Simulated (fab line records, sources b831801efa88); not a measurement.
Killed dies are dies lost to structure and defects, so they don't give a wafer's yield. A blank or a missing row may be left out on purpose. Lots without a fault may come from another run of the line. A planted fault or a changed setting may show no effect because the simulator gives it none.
A struck lot beside a sound one | flow sky130 | 16 steps out of a route of 708
Sound: wafers L943.3, L943.4, L943.5. Struck: wafers L953.2, L953.3, L953.5. The cause comes at the end.
At each step with rows: each side's tool, then ch and its chambers, then its first start. Under that, the readings that differ: sound wafers | struck wafers | difference of the means | sigmas: that difference in standard deviations of wafers without a fault.
alike: readings whose means differ by less than 2 such deviations, and words and numbers that are the same on both sides. not compared: withheld readings, readings that some wafer has no value for, bounds like >300 that may hide the same value, and numbers for which the record gives no deviation and whose values overlap.
The two part at a step that has a row with sigmas, a row that says differs or no value, or rows on one side only. Numbers that don't overlap but have no deviation are shown without sigmas and don't part them. A reading that every wafer of one side lacks parts them only if that side has two wafers or more.

first, 1 step without rows for these wafers: SKY_VT_ADJUST_LVTN_IMPLANT_19.
SKY_VT_ADJUST_LVTN_STRIP_20: strips in O2/N2.
  sound on plasma_asher-02 ch 0,1, day 9 16:07; struck on plasma_asher-02 ch 0,1, day 12 10:40
  alike: drypump_motor_current_A, oes_product_au, strip_time_to_endpoint_s
  not compared: rf_hours_counter_h
SKY_VT_ADJUST_LVTN_TW_MEAS_21:
  sound on film_metro-02, day 9 16:13; struck on film_metro-03, day 12 10:47
  alike: VT_ADJUST_LVTN_2_TW
then, 7 steps without rows for these wafers: SKY_VT_ADJUST_NCORE_DEHYDRATE_00 (time 60 s); SKY_VT_ADJUST_NCORE_HMDS_01 (prime time 60 s); SKY_VT_ADJUST_NCORE_COAT_02 (resist thk 1140 nm); SKY_VT_ADJUST_NCORE_SOFTBAKE_03 (time 60 s); SKY_VT_ADJUST_NCORE_EXPOSE_04 (exposes mask LVTN COMPLEMENT THIN, target cd 380 nm); SKY_VT_ADJUST_NCORE_PEB_05; SKY_VT_ADJUST_NCORE_DEVELOP_06 (develop time 60 s).
SKY_VT_ADJUST_NCORE_CD_MEAS_07: target cd 380 nm.
  sound on cd_sem-01, day 10 13:59; struck on cd_sem-02, day 13 11:47
  reading    | sound             | struck            | difference | sigmas
  cd_nm (nm) | 378.8 379.3 379.5 | 374.4 373.3 370.9 | -6.3       | -2
SKY_VT_ADJUST_NCORE_OVL_MEAS_08:
  sound on overlay-02, day 10 14:05; struck on overlay-02, day 13 11:53
  alike: VT_ADJUST_NCORE_OVL
SKY_VT_ADJUST_NCORE_IMPLANT_09:
  sound on implanter-01 ch 0, day 10 14:10; struck on implanter-01 ch 0, day 13 11:56
  reading                          | sound                      | struck                      | difference | sigmas
  beam_on_s (s)                    | 10.42 10.22 10.08          | 11.18 11.44 11.51           | +1.14      | +6
  end_station_pressure_torr (Torr) | 4.42e-06 4.43e-06 4.52e-06 | 8.03e-05 8.002e-05 7.89e-05 | +7.53e-05  | +99 or more
  faraday_current_uA               | 12.98 13.26 13.39          | 11.85 11.63 11.55           | -1.53      | -6
  alike: dose_ions_cm2
SKY_VT_ADJUST_NCORE_STRIP_10: strips in O2/N2.
  sound on plasma_asher-02 ch 0,1, day 10 14:17; struck on plasma_asher-03 ch 0,1, day 13 12:04
  alike: drypump_motor_current_A, oes_product_au, strip_time_to_endpoint_s
  not compared: rf_hours_counter_h
SKY_VT_ADJUST_NCORE_TW_MEAS_11:
  sound on film_metro-03, day 10 14:23; struck on film_metro-01, day 13 12:24
  reading            | sound             | struck            | difference | sigmas
  VT_ADJUST_NCORE_TW | 220.5 219.0 219.9 | 228.0 228.4 227.1 | +8.0       | +6
  not compared: hold
-- the record jumps here: 36 days lie between the struck wafers' starts before and after (it left off in module VT_ADJUST_NCORE and takes up again in module PAD_OPEN, whose first step shown is number 708 of the route) --
SKY_PAD_OPEN_PROBE_99:
  sound on prober-01, day 47 15:50; struck on prober-01, day 49 21:35
  reading                                    | sound                         | struck                       | difference | sigmas
  model.etest.nfet_16v.r_on_ohm_um           | 1.434e+04 1.403e+04 1.407e+04 | 1.474e+04 1.49e+04 1.472e+04 | +6.400e+02 |
  model.etest.pfet_g5v0d10v5.r_on_ohm_um     | 4751 4707 4680                | 4483 4520 4484               | -217       |
  model.etest.res_pwell_under_gate.rs_ohm_sq | 2292 2301 2292                | 2228 2206 2223               | -76        |
  model.etest.nfet_g5v0d10v5.r_on_ohm_um     | 1870 1860 1863                | 1887 1902 1893               | +30        |
  model.etest.nfet_g5v0d10v5.drive_ua_um     | 614.1 614 611.4               | 605.5 592.9 596.6            | -14.8      |
  model.etest.pfet_g5v0d10v5.drive_ua_um     | 340.9 343.4 351.1             | 365 360.7 363.7              | +18        |
  model.etest.pfet_16v.drive_ua_um           | 247.8 248.3 250               | 262.6 260.1 263.8            | +13.5      |
  model.etest.nfet_16v.drive_ua_um           | 222.6 223.2 222.5             | 215.6 212.3 215.2            | -8.4       |
  alike: killed_at_M0_to_M3, killed_at_M4_up, killed_at_contacts, killed_at_front_end, killed_at_other, killed_dies, killed_open, killed_short

WHERE THEY PART
First at SKY_VT_ADJUST_NCORE_CD_MEAS_07; last, within this record, at SKY_VT_ADJUST_NCORE_TW_MEAS_11. Later steps at which nothing parts them and some readings are alike: SKY_PAD_OPEN_PROBE_99.

WHY: what the simulator had put in
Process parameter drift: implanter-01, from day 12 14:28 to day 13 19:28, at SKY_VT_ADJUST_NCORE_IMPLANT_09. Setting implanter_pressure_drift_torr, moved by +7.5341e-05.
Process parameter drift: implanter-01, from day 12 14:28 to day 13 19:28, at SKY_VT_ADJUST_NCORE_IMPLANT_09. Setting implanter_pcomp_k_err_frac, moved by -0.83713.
